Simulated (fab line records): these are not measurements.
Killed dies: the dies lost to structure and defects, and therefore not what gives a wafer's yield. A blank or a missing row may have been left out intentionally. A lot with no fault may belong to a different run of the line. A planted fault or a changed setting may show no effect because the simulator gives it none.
fab line records | flow sky130
record lots=6 | wafers=18 | lastDay=50
route steps=708 shown METAL3@561 VIA3@573 PAD_OPEN@708
lots that met no fault: from a run of the same line without faults
startH: hours from the record's opening day to when the first of the lot's shown wafers began | waitH: hours from the lot's prior step to this one | " unchanged from the row above | L1.1+2: one row covering several wafers at once | - either no value or no given start | * or withheld: withheld | < > ~ a bound
route shown NAME@n: a module of which the file shows steps, and the number in the route of the first | usual: mean/standard deviation taken from wafers without a fault | same: alike in all rows | chamber/n: place in a boat | sites: the reading at each site | _std_site: the standard deviation of these | _edge_site: outer sites' mean less inner sites' | radiusMm: how far each site lies from the wafer's centre | mask NAME#n: copy n | behind: the most recent tool/chamber to have shaped the wafer | hold: cause of the lot's hold/its duration in hours/its outcome | device: names the non-switching transistor (n, p or np) | end of line: the same wafers' tests at the end of the route | step lacking rows: just its recipe | killed: at the first sort, the dies lost to defects and structure; wafer yield is something else | map: per-die view of a wafer (x killed, . not killed, _ where there is no die)
set.NAME: the run value of the setting; set.NAME@STEP: its run value at that earlier step | model.NAME: the simulator's own value behind a step, which no gauge read
a table for each step, a row for each wafer; lots at some steps of the route
services: a tool's chamber out of use, with start hour (startH, from the record's first day; less than 0 if before it), hours out, and reason
## steps
# step SKY_METAL3_PEB_11
# recipe pebTempC=withheld | pebTimeS=withheld | resist=KrF-thick
# step SKY_METAL3_DEVELOP_12
# recipe developTimeS=60 | resist=KrF-thick | devTempC=21
# step SKY_METAL3_CD_MEAS_13
# recipe targetCdNm=300
# usual cdNm=300.2/1.3
lot.wafer | tool     | chamber | startH  | waitH | cdNm
L440.1    | cdSem-01 | -       | 915.96  | -     | 301.0
L440.2    | "        | -       | "       | "     | 301.5
L440.6    | "        | -       | "       | "     | 300.8
L450.1    | cdSem-01 | -       | 991.61  | -     | 300.4
L450.3    | "        | -       | "       | "     | 300.4
L450.4    | "        | -       | "       | "     | 300.7
L457.2    | cdSem-02 | -       | 1030.03 | -     | 300.2
L457.3    | "        | -       | "       | "     | 300.0
L457.5    | "        | -       | "       | "     | 299.6
L459.3    | cdSem-02 | -       | 1042.36 | -     | 299.5
L459.4    | "        | -       | "       | "     | 298.8
L459.5    | "        | -       | "       | "     | 299.5
L461.1    | cdSem-02 | -       | 1047.92 | -     | 300.2
L461.5    | "        | -       | "       | "     | 300.1
L461.6    | "        | -       | "       | "     | 301.4
L462.1    | cdSem-01 | -       | 1055.07 | -     | 299.8
L462.5    | "        | -       | "       | "     | 300.4
L462.6    | "        | -       | "       | "     | 299.3
# step SKY_METAL3_OVL_MEAS_14
# usual METAL3_OVL=3/5.2
lot.wafer | tool       | chamber | startH  | waitH | METAL3_OVL[nm]
L440.1    | overlay-01 | -       | 916.08  | 0.1   | 10
L440.2    | "          | -       | "       | "     | 0
L440.6    | "          | -       | "       | "     | -1
L450.1    | overlay-01 | -       | 991.73  | 0.1   | 4
L450.3    | "          | -       | "       | "     | 6
L450.4    | "          | -       | "       | "     | 16
L457.2    | overlay-01 | -       | 1030.14 | 0.1   | -1
L457.3    | "          | -       | "       | "     | -4
L457.5    | "          | -       | "       | "     | 4
L459.3    | overlay-01 | -       | 1042.45 | 0.1   | 7
L459.4    | "          | -       | "       | "     | 6
L459.5    | "          | -       | "       | "     | -2
L461.1    | overlay-02 | -       | 1048.04 | 0.1   | 20
L461.5    | "          | -       | "       | "     | 16
L461.6    | "          | -       | "       | "     | 3
L462.1    | overlay-01 | -       | 1055.19 | 0.1   | 9
L462.5    | "          | -       | "       | "     | 10
L462.6    | "          | -       | "       | "     | 2
# step SKY_METAL3_DESCUM_15
# recipe chemistry=O2 | sourcePowerW=150 | biasPowerW=0 | pressureMtorr=10 | tempC=40 | timeS=8
# usual drypumpMotorCurrentA=5.8/0.47 | oesProductAu=1.000/0.0083
lot.wafer | tool        | chamber | startH  | waitH | drypumpMotorCurrentA | oesProductAu | rfHoursCounterH
L440.1    | rieMetal-04 | 1       | 916.12  | 0.0   | 5.5                  | 0.996        | 2
L440.2    | "           | 0       | "       | "     | 6.3                  | 0.984        | 15
L440.6    | "           | 1       | "       | "     | 5.5                  | 0.993        | -
L450.1    | rieMetal-02 | 0       | 991.77  | 0.0   | 5.8                  | 1.008        | 19
L450.3    | "           | 0       | "       | "     | 5.7                  | 0.996        | -
L450.4    | "           | 1       | "       | "     | 6.3                  | 0.992        | -
L457.2    | rieMetal-04 | 0       | 1030.18 | 0.0   | 6.4                  | 0.995        | -
L457.3    | "           | 0       | "       | "     | 6.4                  | 0.981        | -
L457.5    | "           | 0       | "       | "     | 6.4                  | 0.981        | -
L459.3    | rieMetal-04 | 1       | 1042.49 | 0.0   | 5.5                  | 1.002        | -
L459.4    | "           | 0       | "       | "     | 6.4                  | 0.986        | -
L459.5    | "           | 1       | "       | "     | 5.5                  | 1.005        | -
L461.1    | rieMetal-02 | 1       | 1048.08 | 0.0   | 6.2                  | 1.001        | 17
L461.5    | "           | 0       | "       | "     | 5.8                  | 1.002        | -
L461.6    | "           | 1       | "       | "     | 6.2                  | 0.993        | -
L462.1    | rieMetal-02 | 0       | 1055.23 | 0.0   | 5.8                  | 1.016        | 23
L462.5    | "           | 1       | "       | "     | 6.3                  | 1.003        | -
L462.6    | "           | 0       | "       | "     | 5.8                  | 1.013        | -
# step SKY_METAL3_ETCH_16
# recipe chemistry=N2/H2 | target=BARC | ionEnergyEv=200 | biasW=100 | pressureMtorr=30 | n2FlowSccm=100 | h2FlowSccm=200 | icpW=500 | stopOn=SiO2 | timeS=88.2 | targetDepthA=600
# step SKY_METAL3_ETCH_17
# recipe target=SiO2 | stopOn=TiN | chemistry=C4F8/O2/Ar | sourceW=1500 | biasW=1200 | pressureMtorr=40 | c4f8FlowSccm=withheld | O2_flow_sccm=6 | Ar_flow_sccm=300 | timeS=3.9 | targetDepthA=150
# usual oesProductAu=0.754/0.0064
lot.wafer | tool       | chamber | startH  | waitH | oesProductAu
L440.1    | rieDiel-04 | 3       | 916.25  | 0.1   | 0.750
L440.2    | "          | 1       | "       | "     | 0.744
L440.6    | "          | 1       | "       | "     | 0.761
L450.1    | rieDiel-02 | 0       | 991.90  | 0.1   | 0.758
L450.3    | "          | 3       | "       | "     | 0.750
L450.4    | "          | 2       | "       | "     | 0.756
L457.2    | rieDiel-02 | 2       | 1030.43 | 0.1   | 0.755
L457.3    | "          | 0       | "       | "     | 0.743
L457.5    | "          | 1       | "       | "     | 0.761
L459.3    | rieDiel-02 | 1       | 1042.61 | 0.0   | 0.749
L459.4    | "          | 2       | "       | "     | 0.764
L459.5    | "          | 0       | "       | "     | 0.755
L461.1    | rieDiel-04 | 0       | 1048.21 | 0.1   | 0.750
L461.5    | "          | 0       | "       | "     | 0.754
L461.6    | "          | 1       | "       | "     | 0.765
L462.1    | rieDiel-04 | 0       | 1055.36 | 0.1   | 0.747
L462.5    | "          | 2       | "       | "     | 0.747
L462.6    | "          | 1       | "       | "     | 0.757
# step SKY_METAL3_METAL_ETCH_18
# recipe targetDepthA=8450 | stopOn=SiO2 | overEtchFrac=0.3 | timeS=183.1 | chemistry=Cl2/BCl3 | resistSidewallDeg=88 | pressureMtorr=10 | icpW=900 | biasW=48.5 | Cl2_flow_sccm=60 | bcl3FlowSccm=30
# usual drypumpMotorCurrentA=5.9/0.45 | oesProductAu=0.866/0.0065 | throttleValvePct=22.265/0.009
# same overEtchFrac=0.3
lot.wafer | tool        | chamber | startH  | waitH | drypumpMotorCurrentA | oesProductAu | rfHoursCounterH | throttleValvePct
L440.1    | rieMetal-02 | 0       | 916.27  | 0.0   | 5.7                  | 0.860        | 15              | 22.265
L440.2    | "           | 1       | "       | "     | 6.3                  | 0.862        | 10              | 22.265
L440.6    | "           | 0       | "       | "     | 5.7                  | 0.865        | -               | 22.255
L450.1    | rieMetal-04 | 1       | 991.92  | 0.0   | 5.5                  | 0.864        | 5               | 22.271
L450.3    | "           | 0       | "       | "     | 6.4                  | 0.853        | -               | 22.262
L450.4    | "           | 1       | "       | "     | 5.5                  | 0.856        | -               | 22.255
L457.2    | rieMetal-02 | 0       | 1030.45 | 0.0   | 5.8                  | 0.861        | 21              | 22.269
L457.3    | "           | 1       | "       | "     | 6.3                  | 0.860        | -               | 22.268
L457.5    | "           | 1       | "       | "     | 6.3                  | 0.862        | -               | 22.257
L459.3    | rieMetal-01 | 0       | 1042.69 | 0.1   | 6.2                  | 0.859        | -               | 22.286
L459.4    | "           | 1       | "       | "     | 5.1                  | 0.871        | -               | 22.249
L459.5    | "           | 1       | "       | "     | 5.1                  | 0.867        | -               | 22.255
L461.1    | rieMetal-04 | 1       | 1048.23 | 0.0   | 5.5                  | 0.867        | 9               | 22.263
L461.5    | "           | 0       | "       | "     | 6.4                  | 0.864        | -               | 22.257
L461.6    | "           | 1       | "       | "     | 5.5                  | 0.869        | -               | 22.270
L462.1    | rieMetal-04 | 0       | 1055.38 | 0.0   | 6.4                  | 0.858        | 3               | 22.263
L462.5    | "           | 0       | "       | "     | 6.4                  | 0.865        | -               | 22.274
L462.6    | "           | 1       | "       | "     | 5.5                  | 0.865        | -               | 22.278
# step SKY_METAL3_STRIP_19
# recipe chemistry=O2/N2 | powerW=1400 | pressureMtorr=1500 | platenTempC=withheld | o2FlowSccm=3000 | n2FlowSccm=300 | overashFraction=0.5
# usual drypumpMotorCurrentA=5.53/0.29 | oesProductAu=0.503/0.0045 | stripTimeToEndpointS=6.54/0.052
lot.wafer | tool           | chamber | startH  | waitH | drypumpMotorCurrentA | oesProductAu | rfHoursCounterH | stripTimeToEndpointS
L440.1    | plasmaAsher-02 | 1       | 916.45  | 0.1   | 5.75                 | 0.500        | 79              | 6.43
L440.2    | "              | 0       | "       | "     | 5.56                 | 0.503        | 79              | 6.55
L440.6    | "              | 1       | "       | "     | 5.74                 | 0.506        | -               | 6.51
L450.1    | plasmaAsher-03 | 1       | 992.10  | 0.1   | 5.83                 | 0.496        | 26              | 6.54
L450.3    | "              | 1       | "       | "     | 5.84                 | 0.498        | -               | 6.60
L450.4    | "              | 0       | "       | "     | 5.97                 | 0.506        | -               | 6.54
L457.2    | plasmaAsher-04 | 0       | 1030.63 | 0.1   | 5.16                 | 0.504        | 106             | 6.47
L457.3    | "              | 1       | "       | "     | 5.23                 | 0.507        | -               | 6.50
L457.5    | "              | 0       | "       | "     | 5.13                 | 0.500        | -               | 6.58
L459.3    | plasmaAsher-04 | 0       | 1042.84 | 0.1   | 5.12                 | 0.491        | -               | 6.58
L459.4    | "              | 1       | "       | "     | 5.21                 | 0.509        | -               | 6.67
L459.5    | "              | 1       | "       | "     | 5.23                 | 0.513        | -               | 6.59
L461.1    | plasmaAsher-02 | 0       | 1048.40 | 0.1   | 5.56                 | 0.496        | 92              | 6.48
L461.5    | "              | 1       | "       | "     | 5.73                 | 0.503        | -               | 6.58
L461.6    | "              | 0       | "       | "     | 5.57                 | 0.495        | -               | 6.49
L462.1    | plasmaAsher-02 | 1       | 1055.55 | 0.1   | 5.75                 | 0.499        | 93              | 6.55
L462.5    | "              | 1       | "       | "     | 5.73                 | 0.501        | -               | 6.56
L462.6    | "              | 0       | "       | "     | 5.57                 | 0.500        | -               | 6.51
# step SKY_METAL3_STRIP_20
# recipe chemistry=postEtchResidueRemover | timeS=1200 | tempC=72.5
# step SKY_METAL3_CLEAN_21
# recipe chemistry=IPA | timeS=180 | tempC=25
# step SKY_METAL3_CLEAN_22
# recipe chemistry=O3/DIW | dry=n2Spin
# step SKY_VIA3_HDPCVD_00
# recipe material=SiO2 | targetThkNm=1635 | sigmaOpenFrac=0.3 | timeS=272.5 | tempC=400 | sih4FlowSccm=60 | pressureMtorr=6
# usual runLengthS=300.4/0.63
lot.wafer | tool      | chamber | startH  | waitH | runLengthS | model.SiO2_of_VIA3_HDPCVD_00.thkNm
L440.1    | hdpcvd-01 | 1       | 917.07  | 0.0   | 299.2      | 1633
L440.2    | "         | 0       | "       | "     | 300.2      | 1645
L440.6    | "         | 0       | "       | "     | 300.3      | 1617
L450.1    | hdpcvd-02 | 1       | 992.69  | 0.0   | 300.3      | 1648
L450.3    | "         | 2       | "       | "     | 301.0      | 1658
L450.4    | "         | 2       | "       | "     | 301.0      | 1666
L457.2    | hdpcvd-02 | 0       | 1031.23 | 0.0   | 300.6      | 1641
L457.3    | "         | 1       | "       | "     | 300.3      | 1651
L457.5    | "         | 0       | "       | "     | 301.2      | 1627
L459.3    | hdpcvd-01 | 2       | 1043.43 | 0.0   | 301.5      | 1639
L459.4    | "         | 2       | "       | "     | 374.2      | 2087
L459.5    | "         | 0       | "       | "     | 372.7      | 2058
L461.1    | hdpcvd-01 | 0       | 1049.03 | 0.0   | 300.0      | 1591
L461.5    | "         | 0       | "       | "     | 373.0      | 2051
L461.6    | "         | 2       | "       | "     | 300.9      | 1578
L462.1    | hdpcvd-02 | 0       | 1056.15 | 0.0   | 301.0      | 1665
L462.5    | "         | 0       | "       | "     | 300.4      | 1649
L462.6    | "         | 1       | "       | "     | 299.8      | 1666
# step SKY_VIA3_THK_MEAS_01
# recipe reads=SiO2_of_VIA3_HDPCVD_00
# usual VIA3_HDPCVD_THK=1634/17
lot.wafer | tool         | chamber | startH  | waitH | VIA3_HDPCVD_THK[nm]
L440.1    | filmMetro-02 | -       | 917.24  | 0.1   | 1634
L440.2    | "            | -       | "       | "     | 1645
L440.6    | "            | -       | "       | "     | 1617
L450.1    | filmMetro-03 | -       | 992.86  | 0.1   | 1647
L450.3    | "            | -       | "       | "     | 1658
L450.4    | "            | -       | "       | "     | 1666
L457.2    | filmMetro-01 | -       | 1031.41 | 0.1   | 1641
L457.3    | "            | -       | "       | "     | 1651
L457.5    | "            | -       | "       | "     | 1626
L459.3    | filmMetro-01 | -       | 1043.62 | 0.1   | 1638
L459.4    | "            | -       | "       | "     | 2088
L459.5    | "            | -       | "       | "     | 2057
L461.1    | filmMetro-03 | -       | 1049.20 | 0.1   | 1590
L461.5    | "            | -       | "       | "     | 2052
L461.6    | "            | -       | "       | "     | 1576
L462.1    | filmMetro-03 | -       | 1056.32 | 0.1   | 1663
L462.5    | "            | -       | "       | "     | 1649
L462.6    | "            | -       | "       | "     | 1666
# step SKY_VIA3_CMP_02
# recipe material=SiO2 | downForcePsi=4 | platenRpm=60 | padVelocityMS=0.94248
# usual motorCurrentA=12.3/1.2 | slurryFlowMlMin=150.0/0.48
lot.wafer | tool   | chamber | startH  | waitH | motorCurrentA | slurryFlowMlMin
L440.1    | cmp-02 | 3       | 917.83  | 0.6   | 12.1          | 149.5
L440.2    | "      | 0       | "       | "     | 13.5          | 149.8
L440.6    | "      | 3       | "       | "     | 11.6          | 150.1
L450.4    | cmp-02 | 2       | 992.92  | 0.0   | 11.9          | 149.5
L450.3    | "      | 3       | "       | "     | 11.8          | 150.1
L450.1    | "      | 0       | "       | "     | 13.9          | 150.0
L457.2    | cmp-02 | 0       | 1031.46 | 0.0   | 13.5          | 149.6
L457.3    | "      | 3       | "       | "     | 11.7          | 150.6
L457.5    | "      | 1       | "       | "     | 14.5          | 150.0
L459.4    | cmp-01 | 3       | 1043.77 | 0.1   | 12.9          | 149.3
L459.3    | "      | 0       | "       | "     | 11.8          | 150.3
L459.5    | "      | 1       | "       | "     | 12.7          | 149.4
L461.1    | cmp-02 | 0       | 1049.41 | 0.2   | 13.5          | 150.1
L461.6    | "      | 1       | "       | "     | 14.0          | 150.6
L461.5    | "      | 2       | "       | "     | 12.0          | 149.9
L462.1    | cmp-02 | 0       | 1056.43 | 0.1   | 14.2          | 150.3
L462.6    | "      | 3       | "       | "     | 11.9          | 150.6
L462.5    | "      | 0       | "       | "     | 12.9          | 150.3
# step SKY_PAD_OPEN_PROBE_99
# usual defectLimitedYield=82.4/2 | killed_at_M0_to_M3=44/6.8 | killed_at_M4_up=3.4/2 | killedAtContacts=24/5.2 | killedAtFrontEnd=15/5.2 | killedAtOther=0.2/0.46 | killedDies=87/9.8 | killedOpen=47/7.5 | killedShort=39/6.8 | sort_bin_3_pad_short=0.8/0.37 | sort_bin_5_function=10.5/1.5 | sort_bin_6_memory=6.3/1.2 | sortNPass=405/9.8 | sortYieldPct=82.4/2
# same grossDies=492 | killedAtBackSide=0 | sort_bin_4_leakage[%]=0 | sort_bin_8_speed[%]=0
lot.wafer | tool      | chamber | startH  | waitH | defectLimitedYield[%] | killed_at_M0_to_M3 | killed_at_M4_up | killedAtContacts | killedAtFrontEnd | killedAtOther | killedDies | killedOpen | killedShort | sort_bin_3_pad_short[%] | sort_bin_5_function[%] | sort_bin_6_memory[%] | sortNPass | sortYieldPct[%]
L457.2    | prober-02 | -       | 1178.40 | 0.1   | 80.5                  | 50                 | 0               | 30               | 16               | 0             | 96         | 57         | 39          | 0.4                     | 10.8                   | 8.3                  | 396       | 80.5
L457.3    | prober-02 | -       | 1178.45 | 0.2   | 80.5                  | 49                 | 3               | 25               | 19               | 0             | 96         | 58         | 38          | 0.8                     | 12.0                   | 6.7                  | 396       | 80.5
L457.5    | prober-02 | -       | 1178.55 | 0.2   | 79.9                  | 49                 | 4               | 21               | 24               | 1             | 99         | 54         | 45          | 0.4                     | 13.4                   | 6.3                  | 393       | 79.9
L461.1    | prober-02 | -       | 1192.20 | 0.1   | 82.9                  | 45                 | 2               | 18               | 19               | 0             | 84         | 56         | 28          | 1.0                     | 10.4                   | 5.7                  | 408       | 82.9
L461.5    | prober-02 | -       | 1192.40 | 0.2   | 82.5                  | 55                 | 4               | 21               | 6                | 0             | 86         | 47         | 39          | 1.2                     | 9.6                    | 6.7                  | 406       | 82.5
L461.6    | prober-02 | -       | 1192.45 | 0.2   | 83.1                  | 41                 | 4               | 21               | 16               | 1             | 83         | 49         | 34          | 0.8                     | 10.2                   | 5.9                  | 409       | 83.1
# killed by level:class
L457.2 VIA1:geometricParticle:open=11 CONTACT:geometricParticle:open=9 VIA2:geometricParticle:open=9 LI_CONTACT:geometricParticle:open=8 METAL2:geometricParticle:short=7 FIELD_ISO:geometricParticle:open=6 VIA3:geometricParticle:open=6 LOCAL_INTERCONNECT:geometricParticle:short=5
L457.3 VIA1:geometricParticle:open=14 VIA3:geometricParticle:open=10 POLY_GATE:geometricParticle:open=8 CONTACT:geometricParticle:open=8 LOCAL_INTERCONNECT:geometricParticle:short=7 METAL2:geometricParticle:short=7 FIELD_ISO:geometricParticle:short=4 LI_CONTACT:geometricParticle:open=4
L457.5 VIA3:geometricParticle:open=10 FIELD_ISO:geometricParticle:open=9 VIA1:geometricParticle:open=9 VIA2:geometricParticle:open=7 FIELD_ISO:geometricParticle:short=6 LI_CONTACT:geometricParticle:open=6 METAL1:geometricParticle:short=6 VIA1:geometricParticle:short=6
L461.1 VIA1:geometricParticle:open=16 VIA2:geometricParticle:open=10 CONTACT:geometricParticle:open=6 LI_CONTACT:geometricParticle:open=5 FIELD_ISO:geometricParticle:short=4 FIELD_ISO:geometricParticle:open=4 CONTACT:geometricParticle:short=4 VIA3:geometricParticle:open=4
L461.5 VIA1:geometricParticle:open=16 VIA1:geometricParticle:short=8 LI_CONTACT:geometricParticle:open=7 VIA2:geometricParticle:open=6 CONTACT:geometricParticle:short=5 METAL2:geometricParticle:short=5 VIA3:geometricParticle:open=5 VIA3:geometricParticle:short=4
L461.6 VIA1:geometricParticle:open=17 CONTACT:geometricParticle:open=8 FIELD_ISO:geometricParticle:open=6 VIA2:geometricParticle:open=6 LI_CONTACT:geometricParticle:open=5 METAL1:geometricParticle:short=5 FIELD_ISO:geometricParticle:short=4 VIA3:geometricParticle:open=4
## services
tool           | chamber | startH  | hours | kind
rieMetal-02    | 1       | 901.18  | 13.8  | repair
rieDiel-04     | 3       | 904.88  | 4.0   | repair
cmp-01         | -       | 911.56  | 3.7   | repair
cmp-02         | -       | 912.10  | 0.3   | repair
cmp-01         | -       | 915.25  | 4.0   | pm
cmp-02         | -       | 929.83  | 0.4   | repair
plasmaAsher-03 | -       | 937.74  | 2.8   | pm
rieMetal-01    | -       | 944.82  | 4.3   | pm
hdpcvd-01      | -       | 950.25  | 15.0  | pm
rieDiel-04     | 0       | 953.94  | 7.1   | repair
rieMetal-01    | -       | 970.23  | 0.5   | repair
rieDiel-04     | 1       | 971.05  | 7.3   | repair
rieDiel-04     | -       | 971.57  | 0.5   | repair
rieDiel-04     | 0       | 982.91  | 3.1   | repair
hdpcvd-01      | 1       | 987.14  | 2.8   | repair
hdpcvd-01      | -       | 1006.03 | 1.8   | repair
rieMetal-02    | -       | 1010.25 | 14.6  | pm
hdpcvd-02      | -       | 1012.26 | 0.8   | repair
rieMetal-04    | -       | 1013.40 | 0.1   | repair
rieDiel-04     | 1       | 1016.73 | 2.1   | repair
rieMetal-04    | 1       | 1019.89 | 15.9  | repair
hdpcvd-02      | -       | 1020.10 | 5.5   | pm
hdpcvd-01      | -       | 1052.83 | 2.8   | repair
plasmaAsher-04 | -       | 1055.25 | 9.0   | pm
## key
firstSign step=SKY_VIA3_HDPCVD_00 | reading=runLengthS | direction=up | sigmas=99+ | usual=* | struck=*
effect step=SKY_VIA3_THK_MEAS_01 | reading=VIA3_HDPCVD_THK | direction=up | sigmas=25 | usual=1634 | struck=2066
modelEffect step=SKY_VIA3_HDPCVD_00 | value=SiO2_of_VIA3_HDPCVD_00.thkNm | without=1630 | struck=2065
metAt SKY_VIA3_HDPCVD_00
struckWafers L459.4,L459.5,L461.5
onsetBetween 917.07 1043.43
fault kind=processParameterDrift | tool=hdpcvd-01 | chamber=- | onsetH=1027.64 | steps=SKY_VIA3_HDPCVD_00 | channel=timeS | offset=* | shape=step | endH=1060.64 | scope=struckWafersOnly | actsIn=* | stated=*
